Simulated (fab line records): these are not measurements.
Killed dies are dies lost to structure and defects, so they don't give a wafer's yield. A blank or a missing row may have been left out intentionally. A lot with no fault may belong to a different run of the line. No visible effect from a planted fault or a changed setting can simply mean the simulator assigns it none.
Matching of chambers -- flow gf180mcu -- rieDiel-02 running GF_V1_ETCH_16: 4 sister chambers
The step etches BARC in N2/H2. 14 wafers are shown with their chamber, then 7 later ones without.

## EACH WAFER AND ITS CHAMBER
wafer,chamber,drypumpMotorCurrentA (A),oesProductAu (a.u.),throttleValvePct (%)
L074.3,2,6.2,0.857,13.229
L074.4,3,6.1,0.860,13.223
L074.6,2,6.2,0.852,13.225
L076.2,3,6.2,0.851,13.223
L076.4,2,6.2,0.853,13.214
L076.5,3,6.2,0.851,13.214
L082.1,0,5.9,0.856,13.227
L082.5,0,5.9,0.847,13.219
L082.6,1,5.7,0.860,13.231
L086.2,2,6.2,0.855,13.227
L086.4,3,6.1,0.857,13.215
L086.5,3,6.1,0.848,13.221
L091.1,3,6.2,0.839,13.225
L091.4,1,5.7,0.857,13.220

SIGNATURES (means of the wafers above)
reading,chamber 0,chamber 1,chamber 2,chamber 3,scatter within a chamber
drypumpMotorCurrentA,5.900,5.700,6.200,6.150,0.0387
oesProductAu,0.85150,0.85850,0.85425,0.85100,0.00574
throttleValvePct,13.22300,13.22550,13.22375,13.22017,0.00576
Rule: for a wafer and a chamber, the distance is found by dividing, reading by reading, the gap between the wafer's reading and the chamber's mean by the reading's scatter, squaring, summing and taking the root. The wafer belongs to the nearest chamber; if the next one is less than 2 further off, it can't be placed. The scatter is the square root of a quotient: the sum, over the shown wafers, of each reading's squared deviation from its chamber's mean, divided by wafers minus chambers.

## WAFERS WHOSE CHAMBER IS MISSING
wafer,drypumpMotorCurrentA (A),oesProductAu (a.u.),throttleValvePct (%)
L091.5,5.9,0.853,13.220
L092.3,6.1,0.853,13.239
L092.4,5.9,0.857,13.234
L092.5,6.2,0.856,13.231
L094.1,6.1,0.856,13.238
L094.2,6.2,0.859,13.243
L094.3,5.7,0.860,13.218

## WHICH CHAMBER EACH ONE RAN IN
wafer,from the rows above,in truth
L091.5,0,0
L092.3,can't be placed: 3 or 2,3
L092.4,0,0
L092.5,can't be placed: 2 or 3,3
L094.1,can't be placed: 3 or 2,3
L094.2,can't be placed: 2 or 3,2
L094.3,1,1
Placed correctly: 3 of 7. From these rows, 4 cannot be placed; in 4 the true chamber is one of the candidates. Wrongly placed: 0.
